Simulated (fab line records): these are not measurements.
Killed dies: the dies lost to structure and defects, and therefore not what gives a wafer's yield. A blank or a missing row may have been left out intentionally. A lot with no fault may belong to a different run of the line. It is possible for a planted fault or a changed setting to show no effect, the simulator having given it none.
fab line records    flow sky130
record: lots: 13  wafers: 39  lastDay: 49
route steps=708 shown CONTACT@430 VIA4@657 METAL5@661 PASSIVATION@693 PAD_OPEN@708
lots untouched by any fault: they come from a run of this same line in which no faults occurred
startH: start of the lot's first displayed wafer, in hours after the record's first day    waitH: time in hours since the lot's previous step    " identical to the entry in the row above    L1.1+2: several wafers, shown together as one row    - value missing, or start not given    * or withheld: withheld    < > ~ a bound
route shown NAME@n: names a module that has steps shown in the file, with the first one's number in the route    usual: mean and standard deviation over wafers with no fault    same: alike in all rows    chamber/n: place in a boat    sites: the reading at each site    _std_site: their standard deviation    _edge_site: inner sites' mean taken away from outer sites' mean    radiusMm: for every site, how far away it sits from the centre of the wafer    mask NAME#n: copy n    behind: the last tool/chamber to shape the wafer    hold: cause of the lot's hold/its duration in hours/its outcome    device: which transistor (n, p or np) failed to switch    end of line: tests run on the same wafers once the route is complete    step lacking rows: just its recipe    killed: at the first sort, the dies lost to defects and structure; wafer yield is something else    map: dies across one wafer; x = killed, . = not, _ = none there
set.NAME: setting as actually run; set.NAME@STEP: the setting as run at that earlier step    model.NAME: the simulator's own value behind a step, which no gauge read
route steps across a sampled set of lots; one table per step, one row per wafer
services: a tool's chamber out of use, with start hour (startH, from the record's first day; less than 0 if before it), hours out, and reason
== steps ==
step: SKY_CONTACT_CVD_24
recipe: material: W  targetThkNm: 340  timeS: 102.12  tempC: 400  pressureTorr: 40
usual: heaterPowerW: 805/52
same: timeS: 102.12
lot.wafer  tool     chamber  startH  waitH  heaterPowerW
L982.3     cvdW-01  0        734.66  0.1    789
L982.5     "        0        "       "      774
L982.6     "        1        "       "      733
L983.2     cvdW-02  0        741.22  0.0    854
L983.3     "        0        "       "      830
L983.4     "        1        "       "      854
L984.2     cvdW-01  0        745.63  0.0    808
L984.3     "        1        "       "      714
L984.6     "        0        "       "      793
L985.1     cvdW-02  1        755.23  0.0    863
L985.4     "        0        "       "      841
L985.6     "        0        "       "      849
L986.2     cvdW-01  1        769.66  0.0    728
L986.5     "        0        "       "      782
L986.6     "        1        "       "      730
L988.2     cvdW-02  1        787.91  0.0    881
L988.4     "        0        "       "      841
L988.6     "        1        "       "      851
L989.1     cvdW-02  0        791.13  0.0    846
L989.4     "        0        "       "      833
L989.5     "        0        "       "      822
L990.2     cvdW-01  0        797.69  0.0    797
L990.3     "        1        "       "      735
L990.6     "        1        "       "      720
L992.1     cvdW-01  0        820.44  0.0    792
L992.3     "        0        "       "      802
L992.5     "        0        "       "      790
L993.1     cvdW-01  0        822.73  0.0    805
L993.2     "        1        "       "      729
L993.3     "        1        "       "      732
L994.1     cvdW-01  0        832.74  0.0    791
L994.2     "        1        "       "      737
L994.6     "        1        "       "      750
L995.3     cvdW-02  0        840.62  0.1    867
L995.4     "        1        "       "      882
L995.6     "        0        "       "      836
L101.2     cvdW-02  1        884.51  0.0    869
L101.3     "        1        "       "      848
L101.4     "        0        "       "      843
step: SKY_VIA4_CVD_18
recipe: material: W  targetThkNm: 505  timeS: 152.14  tempC: 400  pressureTorr: 40
usual: heaterPowerW: 786/33
same: timeS: 152.14
lot.wafer  tool     chamber  startH   waitH  heaterPowerW
L982.3     cvdW-02  0        1003.86  0.1    792
L982.5     "        0        "        "      798
L982.6     "        1        "        "      805
L983.2     cvdW-01  1        1007.78  0.0    728
L983.3     "        0        "        "      810
L983.4     "        1        "        "      737
L984.2     cvdW-02  0        1013.11  0.0    789
L984.3     "        1        "        "      829
L984.6     "        1        "        "      820
L985.1     cvdW-01  1        1022.53  0.0    725
L985.4     "        0        "        "      780
L985.6     "        1        "        "      743
L986.2     cvdW-02  0        1033.49  0.0    793
L986.5     "        1        "        "      797
L986.6     "        0        "        "      792
L988.2     cvdW-02  1        1049.30  0.0    821
L988.4     "        0        "        "      785
L988.6     "        1        "        "      824
L989.1     cvdW-01  1        1051.11  0.0    742
L989.4     "        1        "        "      745
L989.5     "        0        "        "      785
L990.2     cvdW-01  1        1055.75  0.0    727
L990.3     "        0        "        "      814
L990.6     "        0        "        "      826
L992.1     cvdW-01  0        1074.39  0.0    804
L992.3     "        0        "        "      769
L992.5     "        0        "        "      809
L993.1     cvdW-02  1        1077.29  0.0    811
L993.2     "        0        "        "      790
L993.3     "        0        "        "      787
L994.1     cvdW-01  0        1084.11  0.0    806
L994.2     "        1        "        "      744
L994.6     "        1        "        "      744
L995.3     cvdW-01  0        1090.89  0.1    801
L995.4     "        1        "        "      753
L995.6     "        0        "        "      798
L101.2     cvdW-01  1        1125.64  0.0    731
L101.3     "        1        "        "      764
L101.4     "        0        "        "      827
step: SKY_METAL5_SPUTTER_00
recipe: material: Ti  targetThkNm: 15  powerW: 3000  timeS: 10  chamberPressurePa: 0.4
usual: throttleValvePct: 30.1/0.86
same: timeS: 10
lot.wafer  tool           chamber  startH   waitH  throttleValvePct
L982.3     pvdSputter-02  -        1004.44  0.2    30.5
L982.5     "              -        "        "      29.0
L982.6     "              -        "        "      30.4
L983.2     pvdSputter-02  -        1008.44  0.1    29.3
L983.3     "              -        "        "      30.5
L983.4     "              -        "        "      29.6
L984.2     pvdSputter-04  -        1013.74  0.2    29.4
L984.3     "              -        "        "      30.2
L984.6     "              -        "        "      30.5
L985.1     pvdSputter-02  -        1023.17  0.2    29.2
L985.4     "              -        "        "      29.7
L985.6     "              -        "        "      29.6
L986.2     pvdSputter-04  -        1034.12  0.2    30.7
L986.5     "              -        "        "      30.5
L986.6     "              -        "        "      29.8
L988.2     pvdSputter-02  -        1049.93  0.2    29.3
L988.4     "              -        "        "      29.7
L988.6     "              -        "        "      30.4
L989.1     pvdSputter-01  -        1051.74  0.2    29.3
L989.4     "              -        "        "      29.8
L989.5     "              -        "        "      32.7
L990.2     pvdSputter-02  -        1056.39  0.2    29.6
L990.3     "              -        "        "      29.0
L990.6     "              -        "        "      30.5
L992.1     pvdSputter-01  -        1075.02  0.2    29.7
L992.3     "              -        "        "      30.3
L992.5     "              -        "        "      32.5
L993.1     pvdSputter-04  -        1078.13  0.1    29.9
L993.2     "              -        "        "      30.3
L993.3     "              -        "        "      30.5
L994.1     pvdSputter-02  -        1084.90  0.2    29.5
L994.2     "              -        "        "      29.1
L994.6     "              -        "        "      30.5
L995.3     pvdSputter-04  -        1091.47  0.2    30.1
L995.4     "              -        "        "      30.8
L995.6     "              -        "        "      30.2
L101.2     pvdSputter-04  -        1126.31  0.1    29.9
L101.3     "              -        "        "      30.3
L101.4     "              -        "        "      30.5
step: SKY_PASSIVATION_STRIP_12
recipe: chemistry: O2/N2  powerW: 1400  pressureMtorr: 1500  platenTempC: withheld  overashFraction: 0.7  o2FlowSccm: 3000  n2FlowSccm: 300
usual: drypumpMotorCurrentA: 5.8/0.34  oesProductAu: 0.661/0.004  stripTimeToEndpointS: 31.47/0.11
lot.wafer  tool            chamber  startH   waitH  drypumpMotorCurrentA  oesProductAu  rfHoursCounterH  stripTimeToEndpointS
L982.3     plasmaAsher-02  0        1050.73  0.1    5.5                   0.654         -                31.65
L982.5     "               0        "        "      5.5                   0.659         -                31.50
L982.6     "               1        "        "      5.6                   0.661         -                31.58
L983.2     plasmaAsher-02  0        1054.00  0.1    5.5                   0.664         58               31.51
L983.3     "               1        "        "      5.5                   0.663         -                31.63
L983.4     "               0        "        "      5.5                   0.656         -                31.38
L984.2     plasmaAsher-02  1        1060.10  0.1    5.6                   0.663         59               31.46
L984.3     "               1        "        "      5.6                   0.658         -                31.63
L984.6     "               1        "        "      5.5                   0.656         -                31.61
L985.1     plasmaAsher-03  1        1068.83  0.1    6.5                   0.659         34               31.39
L985.4     "               1        "        "      6.5                   0.661         -                31.45
L985.6     "               0        "        "      6.1                   0.661         -                31.36
L986.2     plasmaAsher-03  1        1078.43  0.1    6.4                   0.665         35               31.49
L986.5     "               1        "        "      6.5                   0.657         -                31.56
L986.6     "               0        "        "      6.1                   0.656         -                31.54
L988.2     plasmaAsher-02  1        1093.73  0.1    5.5                   0.658         61               31.60
L988.4     "               0        "        "      5.5                   0.659         -                31.50
L988.6     "               0        "        "      5.5                   0.667         -                31.57
L989.1     plasmaAsher-02  1        1095.00  0.1    5.6                   0.663         61               31.52
L989.4     "               1        "        "      5.6                   0.657         -                31.61
L989.5     "               0        "        "      5.5                   0.658         -                31.56
L990.2     plasmaAsher-02  1        1098.83  0.1    5.6                   0.655         62               31.62
L990.3     "               0        "        "      5.5                   0.664         -                31.39
L990.6     "               1        "        "      5.6                   0.652         -                31.50
L992.1     plasmaAsher-02  0        1116.10  0.1    5.5                   0.658         63               31.41
L992.3     "               1        "        "      5.6                   0.659         -                31.49
L992.5     "               1        "        "      5.6                   0.657         -                31.57
L993.1     plasmaAsher-02  0        1120.55  0.1    5.5                   0.656         64               31.45
L993.2     "               1        "        "      5.6                   0.661         64               31.39
L993.3     "               1        "        "      5.6                   0.655         -                31.45
L994.1     plasmaAsher-01  0        1125.85  0.1    5.8                   0.663         98               31.55
L994.2     "               1        "        "      5.9                   0.668         98               31.56
L994.6     "               0        "        "      5.7                   0.661         -                31.55
L995.3     plasmaAsher-02  1        1131.19  0.1    5.6                   0.661         -                31.50
L995.4     "               0        "        "      5.5                   0.662         -                31.60
L995.6     "               1        "        "      5.6                   0.662         -                31.54
L101.2     plasmaAsher-03  1        1164.68  0.1    6.4                   0.656         44               31.46
L101.3     "               1        "        "      6.4                   0.659         -                31.47
L101.4     "               0        "        "      6.1                   0.662         -                31.49
step: SKY_PAD_OPEN_PROBE_99
usual: killed_at_M0_to_M3: 43/7.3  killed_at_M4_up: 3.1/1.8  killedAtContacts: 24/5.4  killedAtFrontEnd: 15/4.1  killedAtOther: 0.2/0.52  killedDies: 86/10  killedOnRim: 17/4.1  killedOpen: 47/7.3  killedShort: 39/6.4
same: grossDies: 492  killedAtBackSide: 0
lot.wafer  tool       chamber  startH   waitH  hold                     killed_at_M0_to_M3  killed_at_M4_up  killedAtContacts  killedAtFrontEnd  killedAtOther  killedDies  killedOnRim  killedOpen  killedShort
L982.3     prober-01  -        1074.98  0.2    -                        44                  4                22                11                0              81          18           36          45
L982.5     prober-01  -        1075.08  0.2    -                        34                  5                19                13                0              71          13           33          37
L982.6     prober-01  -        1075.13  0.2    -                        39                  2                23                9                 0              73          15           40          33
L983.2     prober-02  -        1077.82  0.1    -                        46                  4                22                13                2              87          18           43          44
L983.3     prober-02  -        1077.87  0.2    -                        41                  2                33                20                0              96          14           43          53
L983.4     prober-02  -        1077.92  0.2    -                        42                  2                23                16                0              83          19           45          38
L984.2     prober-01  -        1082.87  0.1    -                        55                  3                24                6                 1              89          16           52          37
L984.3     prober-01  -        1082.92  0.2    -                        44                  5                27                12                0              88          18           43          45
L984.6     prober-01  -        1083.07  0.2    -                        42                  2                30                15                0              89          16           50          39
L985.1     prober-02  -        1092.11  0.1    -                        31                  1                20                14                0              66          10           32          34
L985.4     prober-02  -        1092.26  0.2    -                        51                  3                18                10                1              83          13           45          38
L985.6     prober-02  -        1092.36  0.2    -                        59                  5                26                14                0              104         19           59          45
L986.2     prober-01  -        1101.42  0.1    -                        35                  3                28                13                0              79          15           47          31
L986.5     prober-01  -        1101.57  0.2    -                        40                  3                26                14                1              84          22           49          34
L986.6     prober-01  -        1101.62  0.2    -                        44                  1                30                14                0              89          20           54          35
L988.2     prober-01  -        1116.36  0.1    -                        53                  1                18                16                0              88          24           44          44
L988.4     prober-01  -        1116.46  0.2    -                        48                  1                23                24                0              96          15           60          36
L988.6     prober-01  -        1116.56  0.2    -                        62                  2                26                21                1              112         24           58          53
L989.1     prober-02  -        1117.06  0.1    -                        41                  2                30                10                0              83          16           44          39
L989.4     prober-02  -        1117.21  0.2    -                        54                  3                24                15                0              96          13           57          39
L989.5     prober-02  -        1117.26  0.2    -                        50                  1                24                13                0              88          8            45          43
L990.2     prober-01  -        1121.60  0.1    -                        32                  3                17                7                 0              59          8            29          30
L990.3     prober-01  -        1121.65  0.2    -                        38                  4                35                20                0              97          18           48          49
L990.6     prober-01  -        1121.80  0.2    -                        40                  4                24                15                1              84          20           52          32
L992.1     prober-01  -        1137.30  0.1    -                        41                  2                29                15                0              87          13           46          41
L992.3     prober-01  -        1137.40  0.2    -                        43                  1                17                13                0              74          12           44          30
L992.5     prober-01  -        1137.50  0.2    -                        44                  3                31                21                1              100         11           58          42
L993.1     prober-02  -        1142.10  0.1    -                        39                  3                37                20                0              99          23           50          49
L993.2     prober-02  -        1142.15  0.1    -                        37                  3                27                17                0              84          15           48          35
L993.3     prober-02  -        1142.20  0.2    -                        44                  5                35                12                0              96          15           56          40
L994.1     prober-01  -        1147.62  0.1    -                        60                  7                16                12                0              95          17           43          52
L994.2     prober-01  -        1147.67  0.1    -                        55                  0                19                17                0              91          15           54          37
L994.6     prober-01  -        1147.87  0.2    -                        42                  1                21                18                2              84          13           43          41
L995.3     prober-02  -        1152.07  0.2    -                        44                  2                18                15                1              80          20           48          32
L995.4     prober-02  -        1152.12  0.2    -                        54                  2                26                22                2              106         25           50          56
L995.6     prober-02  -        1152.22  0.2    -                        39                  5                27                15                0              86          16           46          40
L101.2     prober-02  -        1184.07  0.1    awaitDispo/2.9h/release  34                  4                78                16                2              134         17           41          35
L101.3     prober-02  -        1184.12  0.2    awaitDispo/2.9h/release  49                  4                78                14                1              146         22           48          37
L101.4     prober-02  -        1184.17  0.2    awaitDispo/2.9h/release  36                  3                23                14                0              76          15           43          33
killed by level:class
L982.3 VIA1:geometricParticle:open=11 CONTACT:geometricParticle:open=9 METAL1:geometricParticle:short=9 CONTACT:geometricParticle:short=6 METAL3:geometricParticle:short=6 VIA1:geometricParticle:short=4 SPACER:geometricParticle:short=3 LOCAL_INTERCONNECT:geometricParticle:short=3
L982.5 VIA1:geometricParticle:open=10 LI_CONTACT:geometricParticle:open=6 CONTACT:geometricParticle:open=6 METAL4:geometricParticle:short=5 VIA1:geometricParticle:short=5 FIELD_ISO:geometricParticle:open=4 CONTACT:geometricParticle:short=4 METAL2:geometricParticle:short=4
L982.6 CONTACT:geometricParticle:open=12 VIA1:geometricParticle:open=11 METAL2:geometricParticle:short=8 CONTACT:geometricParticle:short=7 METAL1:geometricParticle:short=4 VIA2:geometricParticle:open=4 FIELD_ISO:geometricParticle:short=3 LI_CONTACT:geometricParticle:open=3
L983.2 VIA2:geometricParticle:open=11 CONTACT:geometricParticle:open=8 VIA1:geometricParticle:open=7 CONTACT:geometricParticle:short=6 METAL1:geometricParticle:short=6 METAL3:geometricParticle:short=5 VIA3:geometricParticle:open=5 POLY_GATE:geometricParticle:short=4
L983.3 VIA1:geometricParticle:open=11 CONTACT:geometricParticle:open=9 LOCAL_INTERCONNECT:geometricParticle:short=6 CONTACT:geometricParticle:short=6 METAL1:geometricParticle:short=6 FIELD_ISO:geometricParticle:short=5 FIELD_ISO:geometricParticle:open=5 LI_CONTACT:geometricParticle:open=5
L983.4 LI_CONTACT:geometricParticle:open=9 VIA1:geometricParticle:open=8 VIA2:geometricParticle:open=8 VIA2:geometricParticle:short=7 CONTACT:geometricParticle:open=6 LI_CONTACT:geometricParticle:short=4 METAL1:geometricParticle:short=4 FIELD_ISO:geometricParticle:short=3
L984.2 VIA1:geometricParticle:open=16 CONTACT:geometricParticle:open=11 VIA3:geometricParticle:open=9 METAL1:geometricParticle:short=8 VIA2:geometricParticle:open=6 METAL2:geometricParticle:short=5 VIA1:geometricParticle:short=4 CONTACT:geometricParticle:short=4
L984.3 METAL1:geometricParticle:short=10 CONTACT:geometricParticle:open=9 VIA2:geometricParticle:open=8 CONTACT:geometricParticle:short=8 METAL2:geometricParticle:short=7 VIA1:geometricParticle:open=6 LI_CONTACT:geometricParticle:open=5 VIA1:geometricParticle:short=4
L984.6 CONTACT:geometricParticle:open=14 LOCAL_INTERCONNECT:geometricParticle:short=9 VIA1:geometricParticle:open=8 VIA1:geometricParticle:short=6 POLY_GATE:geometricParticle:open=5 VIA3:geometricParticle:open=5 METAL1:geometricParticle:short=5 FIELD_ISO:geometricParticle:short=4
L985.1 VIA1:geometricParticle:open=7 VIA1:geometricParticle:short=6 LI_CONTACT:geometricParticle:open=5 LOCAL_INTERCONNECT:geometricParticle:short=5 CONTACT:geometricParticle:open=5 VIA3:geometricParticle:open=5 FIELD_ISO:geometricParticle:open=4 POLY_GATE:geometricParticle:short=4
L985.4 VIA1:geometricParticle:short=11 CONTACT:geometricParticle:open=9 VIA1:geometricParticle:open=9 VIA3:geometricParticle:open=8 METAL1:geometricParticle:open=5 LOCAL_INTERCONNECT:geometricParticle:short=4 METAL3:geometricParticle:short=4 VIA2:geometricParticle:open=4
L985.6 VIA2:geometricParticle:open=13 METAL2:geometricParticle:short=10 VIA1:geometricParticle:open=9 LI_CONTACT:geometricParticle:open=8 LOCAL_INTERCONNECT:geometricParticle:short=6 VIA3:geometricParticle:open=6 POLY_GATE:geometricParticle:open=5 CONTACT:geometricParticle:open=5
L986.2 CONTACT:geometricParticle:open=13 VIA1:geometricParticle:open=10 LI_CONTACT:geometricParticle:open=7 VIA3:geometricParticle:open=4 CONTACT:geometricParticle:short=4 VIA2:geometricParticle:open=4 FIELD_ISO:geometricParticle:open=3 FIELD_ISO:geometricParticle:short=3
L986.5 VIA1:geometricParticle:open=11 LI_CONTACT:geometricParticle:open=10 CONTACT:geometricParticle:open=9 METAL1:geometricParticle:short=7 VIA2:geometricParticle:open=5 POLY_GATE:geometricParticle:short=4 METAL2:geometricParticle:short=4 METAL3:geometricParticle:short=4
L986.6 LI_CONTACT:geometricParticle:open=11 VIA3:geometricParticle:open=11 VIA1:geometricParticle:open=8 CONTACT:geometricParticle:open=7 VIA2:geometricParticle:open=7 FIELD_ISO:geometricParticle:short=6 VIA3:geometricParticle:short=5 LI_CONTACT:geometricParticle:short=4
L988.2 VIA1:geometricParticle:short=10 VIA1:geometricParticle:open=10 LI_CONTACT:geometricParticle:open=7 METAL2:geometricParticle:short=6 METAL1:geometricParticle:short=5 VIA2:geometricParticle:open=5 VIA3:geometricParticle:open=5 FIELD_ISO:geometricParticle:open=4
L988.4 VIA1:geometricParticle:open=12 LI_CONTACT:geometricParticle:open=10 CONTACT:geometricParticle:open=9 FIELD_ISO:geometricParticle:open=7 POLY_GATE:geometricParticle:open=6 METAL1:geometricParticle:short=6 FIELD_ISO:geometricParticle:short=4 METAL3:geometricParticle:short=4
L988.6 VIA1:geometricParticle:open=16 CONTACT:geometricParticle:open=11 METAL2:geometricParticle:short=10 LI_CONTACT:geometricParticle:open=9 FIELD_ISO:geometricParticle:short=8 METAL1:geometricParticle:short=8 VIA2:geometricParticle:open=7 VIA1:geometricParticle:short=6
L989.1 LI_CONTACT:geometricParticle:open=11 VIA1:geometricParticle:open=9 LI_CONTACT:geometricParticle:short=8 CONTACT:geometricParticle:open=7 METAL3:geometricParticle:short=5 METAL2:geometricParticle:short=5 VIA3:geometricParticle:open=5 VIA2:geometricParticle:short=4
L989.4 VIA1:geometricParticle:open=16 CONTACT:geometricParticle:open=9 VIA3:geometricParticle:open=8 METAL1:geometricParticle:short=8 VIA2:geometricParticle:open=7 LI_CONTACT:geometricParticle:open=6 FIELD_ISO:geometricParticle:short=5 FIELD_ISO:geometricParticle:open=4
L989.5 CONTACT:geometricParticle:open=10 VIA1:geometricParticle:open=10 VIA1:geometricParticle:short=9 VIA3:geometricParticle:open=6 LOCAL_INTERCONNECT:geometricParticle:short=5 VIA2:geometricParticle:open=5 METAL2:geometricParticle:short=5 FIELD_ISO:geometricParticle:short=4
L990.2 CONTACT:geometricParticle:open=7 VIA1:geometricParticle:open=5 METAL2:geometricParticle:short=5 METAL1:geometricParticle:short=4 VIA1:geometricParticle:short=4 VIA3:geometricParticle:open=4 LI_CONTACT:geometricParticle:short=3 LI_CONTACT:geometricParticle:open=3
L990.3 LOCAL_INTERCONNECT:geometricParticle:short=9 CONTACT:geometricParticle:short=9 VIA3:geometricParticle:open=9 LI_CONTACT:geometricParticle:open=8 CONTACT:geometricParticle:open=8 VIA2:geometricParticle:open=7 FIELD_ISO:geometricParticle:open=6 FIELD_ISO:geometricParticle:short=6
L990.6 CONTACT:geometricParticle:open=11 VIA1:geometricParticle:open=10 LI_CONTACT:geometricParticle:open=6 VIA3:geometricParticle:open=6 VIA1:geometricParticle:short=6 POLY_GATE:geometricParticle:open=5 LOCAL_INTERCONNECT:geometricParticle:short=5 SPACER:geometricParticle:open=4
L992.1 CONTACT:geometricParticle:open=10 VIA3:geometricParticle:open=8 VIA2:geometricParticle:open=7 CONTACT:geometricParticle:short=7 VIA1:geometricParticle:open=6 VIA1:geometricParticle:short=6 FIELD_ISO:geometricParticle:short=5 POLY_GATE:geometricParticle:open=4
L992.3 VIA1:geometricParticle:open=12 VIA3:geometricParticle:open=7 LI_CONTACT:geometricParticle:open=6 CONTACT:geometricParticle:open=6 VIA2:geometricParticle:open=5 METAL3:geometricParticle:short=5 FIELD_ISO:geometricParticle:short=4 METAL1:geometricParticle:short=4
L992.5 VIA1:geometricParticle:open=13 CONTACT:geometricParticle:open=12 LI_CONTACT:geometricParticle:open=9 FIELD_ISO:geometricParticle:open=6 LI_CONTACT:geometricParticle:short=5 METAL2:geometricParticle:short=5 VIA3:geometricParticle:open=5 METAL1:geometricParticle:short=4
L993.1 VIA1:geometricParticle:open=13 CONTACT:geometricParticle:short=11 LI_CONTACT:geometricParticle:open=9 FIELD_ISO:geometricParticle:open=8 CONTACT:geometricParticle:open=7 VIA3:geometricParticle:short=7 LOCAL_INTERCONNECT:geometricParticle:short=6 VIA3:geometricParticle:open=5
L993.2 CONTACT:geometricParticle:open=9 VIA1:geometricParticle:open=9 LI_CONTACT:geometricParticle:open=8 VIA3:geometricParticle:open=7 FIELD_ISO:geometricParticle:open=5 VIA1:geometricParticle:short=5 POLY_GATE:geometricParticle:open=4 LOCAL_INTERCONNECT:geometricParticle:short=4
L993.3 CONTACT:geometricParticle:open=15 VIA2:geometricParticle:open=10 LI_CONTACT:geometricParticle:open=8 VIA1:geometricParticle:open=8 METAL2:geometricParticle:short=7 CONTACT:geometricParticle:short=7 FIELD_ISO:geometricParticle:open=5 VIA2:geometricParticle:short=5
L994.1 VIA1:geometricParticle:open=16 VIA1:geometricParticle:short=9 METAL1:geometricParticle:short=9 VIA3:geometricParticle:short=9 POLY_GATE:geometricParticle:short=6 CONTACT:geometricParticle:open=6 LI_CONTACT:geometricParticle:open=5 CONTACT:geometricParticle:short=5
L994.2 VIA1:geometricParticle:open=13 VIA2:geometricParticle:open=11 CONTACT:geometricParticle:open=8 VIA1:geometricParticle:short=6 FIELD_ISO:geometricParticle:open=5 CONTACT:geometricParticle:short=5 METAL1:geometricParticle:short=5 METAL2:geometricParticle:short=5
L994.6 CONTACT:geometricParticle:open=8 FIELD_ISO:geometricParticle:open=7 VIA1:geometricParticle:short=7 LI_CONTACT:geometricParticle:open=6 VIA2:geometricParticle:open=6 VIA2:geometricParticle:short=5 METAL2:geometricParticle:short=5 FIELD_ISO:geometricParticle:short=4
L995.3 VIA3:geometricParticle:open=11 VIA1:geometricParticle:open=7 CONTACT:geometricParticle:open=6 METAL2:geometricParticle:short=6 FIELD_ISO:geometricParticle:open=5 POLY_GATE:geometricParticle:open=5 VIA1:geometricParticle:short=5 METAL1:geometricParticle:short=5
L995.4 POLY_GATE:geometricParticle:short=8 CONTACT:geometricParticle:open=8 CONTACT:geometricParticle:short=7 METAL1:geometricParticle:short=7 VIA1:geometricParticle:open=7 VIA3:geometricParticle:open=7 VIA1:geometricParticle:short=6 VIA2:geometricParticle:short=6
L995.6 VIA1:geometricParticle:open=10 LI_CONTACT:geometricParticle:open=7 VIA2:geometricParticle:open=7 CONTACT:geometricParticle:open=6 METAL2:geometricParticle:short=6 LOCAL_INTERCONNECT:geometricParticle:short=5 CONTACT:geometricParticle:short=5 FIELD_ISO:geometricParticle:open=4
L101.2 CONTACT:unspecified=58 CONTACT:geometricParticle:open=9 VIA3:geometricParticle:open=6 VIA1:geometricParticle:open=6 VIA2:geometricParticle:open=6 FIELD_ISO:geometricParticle:short=4 LI_CONTACT:geometricParticle:open=4 LI_CONTACT:geometricParticle:short=4
L101.3 CONTACT:unspecified=61 METAL1:geometricParticle:short=11 VIA3:geometricParticle:open=10 CONTACT:geometricParticle:open=7 VIA1:geometricParticle:open=7 VIA2:geometricParticle:open=6 FIELD_ISO:geometricParticle:open=5 LI_CONTACT:geometricParticle:open=5
L101.4 VIA1:geometricParticle:open=9 LI_CONTACT:geometricParticle:open=8 CONTACT:geometricParticle:open=8 FIELD_ISO:geometricParticle:short=5 POLY_GATE:geometricParticle:open=5 VIA3:geometricParticle:open=5 VIA1:geometricParticle:short=4 VIA3:geometricParticle:short=4
== services ==
tool            chamber  startH   hours  kind
plasmaAsher-03  -        733.75   9.0    pm
cvdW-01         -        738.02   0.2    repair
pvdSputter-04   -        756.93   0.7    repair
plasmaAsher-03  -        768.92   2.3    repair
pvdSputter-02   -        790.54   0.6    repair
cvdW-01         -        807.26   3.8    pm
pvdSputter-02   -        833.43   3.1    repair
pvdSputter-04   -        839.20   1.4    repair
cvdW-01         0        856.96   14.3   repair
cvdW-02         -        904.00   14.0   pm
cvdW-01         1        907.01   1.5    repair
pvdSputter-02   -        937.28   6.3    repair
cvdW-01         -        969.58   1.2    repair
pvdSputter-02   -        986.30   1.4    repair
pvdSputter-02   -        1016.03  3.7    repair
plasmaAsher-02  -        1048.43  1.0    repair
pvdSputter-04   -        1066.26  0.7    repair
plasmaAsher-02  -        1072.43  6.4    repair
pvdSputter-02   -        1115.66  5.3    repair
cvdW-02         0        1118.58  10.6   repair
cvdW-02         1        1124.26  9.2    repair
cvdW-01         -        1132.61  6.9    pm
plasmaAsher-02  -        1157.46  3.0    repair
plasmaAsher-02  -        1159.76  9.4    repair
== key ==
firstSign: step: SKY_PAD_OPEN_PROBE_99  reading: killedAtContacts  direction: up  sigmas: 10  usual: 24  struck: 78
effect: step: SKY_PAD_OPEN_PROBE_99  reading: killedDies  direction: up  sigmas: 5.3  usual: 86  struck: 140
metAt SKY_CONTACT_CVD_24
struckLots L101
struckWafers L101.2,L101.3
testerLeftOut L101
notActingAt SKY_VIA4_CVD_18,SKY_METAL5_SPUTTER_00,SKY_PASSIVATION_STRIP_12
onsetBetween 840.62 884.51
fault: kind: chamberParticleSource  tool: cvdW-02  chamber: 1  onsetH: 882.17  steps: SKY_CONTACT_CVD_24  ratePerVisitCm2: 0.97108  endH: 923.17
testerLeftOut: of these lots the tester's yield and bins aren't shown, on N5 and GAA mostly nor the transistor test; their killed dies are dies lost to structure and defects alone, not to doping, threshold or leakage, so they don't give the yield
